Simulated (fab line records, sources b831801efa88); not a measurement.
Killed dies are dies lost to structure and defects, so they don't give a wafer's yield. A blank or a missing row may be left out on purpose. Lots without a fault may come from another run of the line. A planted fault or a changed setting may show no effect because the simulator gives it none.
Which tool did it? | flow sky130 | 24 lots, 72 wafers sampled, at 6 steps of a route of 708

WHAT THE GAUGES READ, wafer by wafer
SKY_VIA1_BOW_MEAS_03. Usual: VIA1_BOW 80 um, standard deviation 6.6.
lot  | measured     | on            | VIA1_BOW (um) | flag
L074 | day 32 17:55 | film_metro-04 | 83 84 82      |
L075 | day 33 00:34 | film_metro-01 | 72 76 85      |
L076 | day 33 14:17 | film_metro-04 | 86 68 74      |
L077 | day 34 07:10 | film_metro-04 | 82 80 73      |
L078 | day 34 08:18 | film_metro-04 | 84 81 90      |
L080 | day 34 15:04 | film_metro-04 | 90 74 82      |
L079 | day 34 16:27 | film_metro-04 | 73 88 77      |
L081 | day 35 00:34 | film_metro-04 | 68 79 73      |
L082 | day 36 00:25 | film_metro-04 | 94 95 90      |
L084 | day 36 02:10 | film_metro-03 | 74 77 81      |
L083 | day 36 08:26 | film_metro-03 | 83 80 74      |
L085 | day 36 15:52 | film_metro-01 | 90 68 86      |
L086 | day 36 17:14 | film_metro-03 | 86 76 85      |
L087 | day 37 03:15 | film_metro-03 | 77 93 83      |
L088 | day 37 11:17 | film_metro-04 | 81 82 89      |
L089 | day 37 14:38 | film_metro-04 | 89 69 74      |
L090 | day 37 20:37 | film_metro-01 | 78 80 81      |
L091 | day 38 08:08 | film_metro-03 | 80 77 80      |
L092 | day 38 16:17 | film_metro-01 | 92 76 79      |
L094 | day 39 00:02 | film_metro-04 | 78 85 89      |
L095 | day 39 08:24 | film_metro-03 | 76 79 84      |
L093 | day 39 08:43 | film_metro-04 | 91 79 84      |
L096 | day 39 14:40 | film_metro-01 | 89 88 86      |
L097 | day 39 21:50 | film_metro-03 | 73 80 79      |

SKY_VIA2_THK_MEAS_23: measures by xrf. Usual: VIA2_W_THK 409 nm, standard deviation 9.1.
lot  | measured     | on            | VIA2_W_THK (nm) | flag
L074 | day 36 06:46 | film_metro-02 | 399 404 402     |
L075 | day 36 11:05 | film_metro-04 | 419 406 411     |
L076 | day 37 00:38 | film_metro-02 | 403 403 396     |
L077 | day 37 19:02 | film_metro-03 | 421 420 421     |
L078 | day 37 19:30 | film_metro-02 | 407 401 408     |
L080 | day 38 01:59 | film_metro-04 | 408 414 416     |
L079 | day 38 03:32 | film_metro-03 | 420 410 423     |
L081 | day 38 11:38 | film_metro-03 | 418 414 413     |
L082 | day 39 10:02 | film_metro-02 | 401 391 400     |
L084 | day 39 11:25 | film_metro-02 | 400 395 398     |
L083 | day 39 17:07 | film_metro-02 | 400 392 394     |
L085 | day 40 00:31 | film_metro-02 | 401 402 404     |
L086 | day 40 01:52 | film_metro-04 | 411 410 421     |
L087 | day 40 12:43 | film_metro-04 | 420 421 423     |
L088 | day 40 18:47 | film_metro-04 | 416 413 412     |
L089 | day 40 22:14 | film_metro-04 | 414 417 416     |
L090 | day 41 02:48 | film_metro-04 | 420 417 419     |
L091 | day 41 14:19 | film_metro-02 | 407 410 408     |
L092 | day 41 22:14 | film_metro-02 | 402 401 399     |
L094 | day 42 05:41 | film_metro-02 | 401 400 403     |
L095 | day 42 13:01 | film_metro-04 | 408 420 412     |
L093 | day 42 12:17 | film_metro-02 | 398 404 400     |
L096 | day 42 18:35 | film_metro-03 | 415 424 425     |
L097 | day 43 01:11 | film_metro-04 | 413 414 421     |

SKY_METAL3_CD_MEAS_13: target cd 300 nm. Usual: cd_nm 299.4 nm, standard deviation 1.5.
lot  | measured     | on        | cd_nm (nm)        | flag
L074 | day 38 11:53 | cd_sem-01 | 299.2 299.9 299.4 |
L075 | day 38 16:01 | cd_sem-02 | 301.2 300.2 300.1 |
L076 | day 39 04:50 | cd_sem-02 | 302.6 299.6 299.8 |
L077 | day 39 22:13 | cd_sem-02 | 299.9 300.7 299.0 |
L078 | day 39 23:41 | cd_sem-01 | 297.8 297.5 299.5 |
L080 | day 40 04:50 | cd_sem-02 | 297.3 299.1 297.5 |
L079 | day 40 07:04 | cd_sem-01 | 299.6 299.1 299.6 |
L081 | day 40 14:19 | cd_sem-01 | 301.3 301.0 300.7 |
L082 | day 41 11:23 | cd_sem-02 | 299.3 296.5 297.0 |
L084 | day 41 13:32 | cd_sem-02 | 301.0 300.8 301.9 |
L083 | day 41 19:18 | cd_sem-02 | 300.1 299.3 299.7 |
L085 | day 42 01:16 | cd_sem-02 | 300.4 299.5 300.1 |
L086 | day 42 03:13 | cd_sem-01 | 302.0 301.2 301.4 |
L087 | day 42 13:28 | cd_sem-02 | 299.1 299.1 300.3 |
L088 | day 42 19:47 | cd_sem-01 | 298.5 299.6 297.9 |
L089 | day 42 22:29 | cd_sem-01 | 297.1 296.6 295.5 |
L090 | day 43 03:26 | cd_sem-01 | 299.0 298.9 298.3 |
L091 | day 43 14:17 | cd_sem-02 | 298.7 300.9 299.2 |
L092 | day 43 22:23 | cd_sem-01 | 299.3 298.8 299.5 |
L094 | day 44 04:49 | cd_sem-02 | 297.4 297.7 299.6 |
L095 | day 44 11:49 | cd_sem-01 | 299.9 301.0 300.1 |
L093 | day 44 09:55 | cd_sem-01 | 297.0 298.7 299.4 |
L096 | day 44 17:34 | cd_sem-01 | 301.3 300.9 300.6 |
L097 | day 44 22:31 | cd_sem-01 | 298.8 298.5 299.8 |

SKY_VIA4_BOW_MEAS_03. Usual: VIA4_BOW 77 um, standard deviation 7.7.
lot  | measured     | on            | VIA4_BOW (um) | flag
L074 | day 41 19:56 | film_metro-03 | 76 76 73      |
L075 | day 41 22:38 | film_metro-04 | 75 77 87      |
L076 | day 42 11:11 | film_metro-04 | 90 74 78      |
L077 | day 43 03:50 | film_metro-02 | 89 86 78      |
L078 | day 43 05:01 | film_metro-03 | 82 77 85      |
L080 | day 43 10:11 | film_metro-03 | 91 76 82      |
L079 | day 43 12:06 | film_metro-03 | 61 77 67      |
L081 | day 43 19:14 | film_metro-03 | 63 73 69      |
L082 | day 44 13:59 | film_metro-03 | 86 87 83      |
L084 | day 44 16:37 | film_metro-02 | 74 74 79      |
L083 | day 44 21:43 | film_metro-02 | 76 73 68      |
L085 | day 45 04:16 | film_metro-02 | 78 57 76      |
L086 | day 45 05:08 | film_metro-02 | 79 70 79      |
L087 | day 45 13:52 | film_metro-02 | 74 91 81      |
L088 | day 45 18:30 | film_metro-04 | 79 83 87      |
L089 | day 45 22:43 | film_metro-02 | 86 65 71      |
L090 | day 46 03:30 | film_metro-02 | 78 77 78      |
L091 | day 46 11:45 | film_metro-02 | 78 74 78      |
L092 | day 46 19:37 | film_metro-03 | 80 65 66      |
L094 | day 47 02:54 | film_metro-04 | 81 89 92      |
L095 | day 47 08:37 | film_metro-03 | 72 73 79      |
L093 | day 47 07:03 | film_metro-03 | 92 81 88      |
L096 | day 47 12:44 | film_metro-04 | 89 89 85      |
L097 | day 47 16:56 | film_metro-02 | 70 79 75      |

WHICH TOOL RAN EACH LOT (tool, then ch and the chambers of the sampled wafers, then the start)
lot  | SKY_LOCAL_INTERCONNECT_SPUTTER_00 | SKY_METAL3_SPUTTER_04
L074 | pvd_sputter-01, day 29 02:41      | pvd_sputter-02, day 36 07:14
L075 | pvd_sputter-03, day 29 10:14      | pvd_sputter-04, day 36 11:47
L076 | pvd_sputter-02, day 29 22:53      | pvd_sputter-02, day 37 01:04
L077 | pvd_sputter-02, day 30 17:19      | pvd_sputter-03, day 37 19:30
L078 | pvd_sputter-01, day 30 18:10      | pvd_sputter-02, day 37 20:24
L080 | pvd_sputter-02, day 31 01:40      | pvd_sputter-03, day 38 02:27
L079 | pvd_sputter-01, day 31 02:32      | pvd_sputter-03, day 38 04:01
L081 | pvd_sputter-01, day 31 11:23      | pvd_sputter-04, day 38 12:06
L082 | pvd_sputter-02, day 32 11:50      | pvd_sputter-02, day 39 10:31
L084 | pvd_sputter-01, day 32 15:46      | pvd_sputter-03, day 39 11:52
L083 | pvd_sputter-02, day 32 19:59      | pvd_sputter-03, day 39 17:41
L085 | pvd_sputter-02, day 33 03:12      | pvd_sputter-02, day 40 00:58
L086 | pvd_sputter-02, day 33 05:32      | pvd_sputter-02, day 40 02:19
L087 | pvd_sputter-02, day 33 14:56      | pvd_sputter-03, day 40 13:11
L088 | pvd_sputter-03, day 33 22:51      | pvd_sputter-02, day 40 19:13
L089 | pvd_sputter-02, day 34 02:51      | pvd_sputter-04, day 40 22:41
L090 | pvd_sputter-01, day 34 09:27      | pvd_sputter-03, day 41 03:16
L091 | pvd_sputter-01, day 34 21:32      | pvd_sputter-03, day 41 14:46
L092 | pvd_sputter-03, day 35 05:44      | pvd_sputter-03, day 41 22:43
L094 | pvd_sputter-01, day 35 12:47      | pvd_sputter-03, day 42 06:08
L095 | pvd_sputter-02, day 35 21:41      | pvd_sputter-02, day 42 13:28
L093 | pvd_sputter-03, day 35 21:50      | pvd_sputter-02, day 42 12:46
L096 | pvd_sputter-03, day 36 04:30      | pvd_sputter-04, day 42 19:02
L097 | pvd_sputter-01, day 36 13:47      | pvd_sputter-02, day 43 01:40
- SKY_LOCAL_INTERCONNECT_SPUTTER_00: material TiN, target thk 100 nm, time 83.3 s.
- SKY_METAL3_SPUTTER_04: material TiN, target thk 70 nm, time 58.3 s.

WHAT THE TOOLS THEMSELVES READ (means of the sampled wafers that have a number; where no wafer has one, the mark that the record gives instead)
SKY_LOCAL_INTERCONNECT_SPUTTER_00. Usual: cathode_dc_power_W 6500.0 W, standard deviation 1.2; throttle_valve_pct 30.2 %, standard deviation 1.1.
lot  | tool           | cathode_dc_power_W (W) | throttle_valve_pct (%) | flag
L074 | pvd_sputter-01 | 6501.8                 | 30.3                   |
L075 | pvd_sputter-03 | 6500.0                 | 30.2                   |
L076 | pvd_sputter-02 | 6499.8                 | 29.5                   |
L077 | pvd_sputter-02 | 6499.5                 | 29.5                   |
L078 | pvd_sputter-01 | 6500.3                 | 30.9                   |
L080 | pvd_sputter-02 | 6499.1                 | 29.4                   |
L079 | pvd_sputter-01 | 6500.5                 | 30.4                   |
L081 | pvd_sputter-01 | 6500.0                 | 30.1                   |
L082 | pvd_sputter-02 | 6500.5                 | 30.4                   |
L084 | pvd_sputter-01 | 6499.0                 | 30.5                   |
L083 | pvd_sputter-02 | 6499.9                 | 29.5                   |
L085 | pvd_sputter-02 | 6498.4                 | 29.7                   |
L086 | pvd_sputter-02 | 6500.3                 | 29.5                   |
L087 | pvd_sputter-02 | 6499.6                 | 29.7                   |
L088 | pvd_sputter-03 | 6501.1                 | 29.2                   |
L089 | pvd_sputter-02 | 6499.6                 | 29.2                   |
L090 | pvd_sputter-01 | 6499.2                 | 31.0                   |
L091 | pvd_sputter-01 | 6500.0                 | 30.5                   |
L092 | pvd_sputter-03 | 6499.4                 | 30.0                   |
L094 | pvd_sputter-01 | 6500.0                 | 31.0                   |
L095 | pvd_sputter-02 | 6500.0                 | 29.6                   |
L093 | pvd_sputter-03 | 6499.6                 | 30.7                   |
L096 | pvd_sputter-03 | 6498.3                 | 30.4                   |
L097 | pvd_sputter-01 | 6500.0                 | 30.6                   |

SKY_METAL3_SPUTTER_04. Usual: cathode_dc_power_W 6500.0 W, standard deviation 1.2; throttle_valve_pct 30.0 %, standard deviation 1.1.
lot  | tool           | cathode_dc_power_W (W) | throttle_valve_pct (%) | flag
L074 | pvd_sputter-02 | 6499.6                 | 29.5                   |
L075 | pvd_sputter-04 | 6500.7                 | 29.7                   |
L076 | pvd_sputter-02 | 6499.2                 | 29.6                   |
L077 | pvd_sputter-03 | 6500.4                 | 30.7                   |
L078 | pvd_sputter-02 | 6500.1                 | 29.4                   |
L080 | pvd_sputter-03 | 6499.9                 | 30.6                   |
L079 | pvd_sputter-03 | 6500.8                 | 29.6                   |
L081 | pvd_sputter-04 | 6499.7                 | 30.2                   |
L082 | pvd_sputter-02 | 6500.1                 | 28.8                   |
L084 | pvd_sputter-03 | 6500.1                 | 30.7                   |
L083 | pvd_sputter-03 | 6500.8                 | 30.3                   |
L085 | pvd_sputter-02 | 6498.9                 | 28.8                   |
L086 | pvd_sputter-02 | 6500.5                 | 29.4                   |
L087 | pvd_sputter-03 | 6500.3                 | 30.5                   |
L088 | pvd_sputter-02 | 6498.4                 | 30.5                   |
L089 | pvd_sputter-04 | 6499.5                 | 29.9                   |
L090 | pvd_sputter-03 | 6501.3                 | 29.8                   |
L091 | pvd_sputter-03 | 6499.9                 | 30.4                   |
L092 | pvd_sputter-03 | 6499.1                 | 30.7                   |
L094 | pvd_sputter-03 | 6498.6                 | 29.5                   |
L095 | pvd_sputter-02 | 6499.7                 | 29.8                   |
L093 | pvd_sputter-02 | 6500.1                 | 29.4                   |
L096 | pvd_sputter-04 | 6500.1                 | 29.4                   |
L097 | pvd_sputter-02 | 6500.5                 | 30.5                   |

THE ANSWER, worked out from the rows above alone
Rule: a lot is off if the mean of its wafers that have a number lies more than 3 standard deviations from the usual mean. A lot without any number at a reading at which 4 lots or more have one is off too. The other lots that the step has rows for count as sound. The gauges are gone through in route order, then the tools' own readings, and for those a lot's mean is taken as printed above. The first step at which some lot is off is used, and at that step the reading that is off furthest; a lot without a number counts as furthest.
No lot is off at any reading shown: from this, nothing can be told.

WHAT THE SIMULATOR HAD PUT IN
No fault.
